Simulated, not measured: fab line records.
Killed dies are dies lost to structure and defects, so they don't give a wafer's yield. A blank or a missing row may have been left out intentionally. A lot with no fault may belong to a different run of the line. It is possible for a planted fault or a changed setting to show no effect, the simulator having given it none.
Which of the tools did it? -- flow gf180mcu -- 21 wafers from 7 lots sampled at 2 of the route's 602 steps

== WHAT THE GAUGES READ, wafer by wafer ==
GF_SAB_OVL_MEAS_10.
lot,measured,on,SAB_OVL (nm)
L452,day 15 15:11,overlay-02,1.5 0.4 0.1
L454,day 16 04:58,overlay-02,3.5 2.5 0.3
L458,day 17 11:07,overlay-02,2.3 1.0 -0.4
L460,day 18 06:52,overlay-01,3.4 3.4 2.2
L470,day 22 01:35,overlay-01,-0.5 2.6 -0.1
L472,day 22 18:41,overlay-01,2.3 0.9 -0.8
L474,day 23 06:28,overlay-01,2.4 1.9 1.9

== TOOL THAT RAN EACH LOT (tool first, then ch and the chambers of the sampled wafers, then the start) ==
lot,GF_PSD_DEVELOP_06
L452,"litho_track-04 ch 0, day 14 16:44"
L454,"litho_track-03 ch 0, day 15 06:44"
L458,"litho_track-01, day 16 11:38"
L460,"litho_track-01 ch 0, day 17 07:53"
L470,"litho_track-03 ch 0, day 21 01:05"
L472,"litho_track-03 ch 0, day 21 18:05"
L474,"litho_track-04 ch 0, day 22 06:58"
- GF_PSD_DEVELOP_06: develop time 60 s.

== THE ANSWER, worked out from the rows above alone ==
Rule: the usual values come from the lots themselves. The widest of any qualifying gaps counts: lots, ordered by their means at a reading, are off when they make up no more than a third of the lots, leave a main group of 4 or more, and stand apart from it by 3 or more times the standard deviation of that group's means. If all means in a main group match to the digits the tables above print for the reading, that group is not used. Also off: a lot with no number at a reading for which 4 or more lots have one. Where the step has rows for the other lots, those lots are counted as sound.
Across all readings shown, no lot is off: no conclusion can be drawn from this.

== WHAT THE SIMULATOR HAD PUT IN ==
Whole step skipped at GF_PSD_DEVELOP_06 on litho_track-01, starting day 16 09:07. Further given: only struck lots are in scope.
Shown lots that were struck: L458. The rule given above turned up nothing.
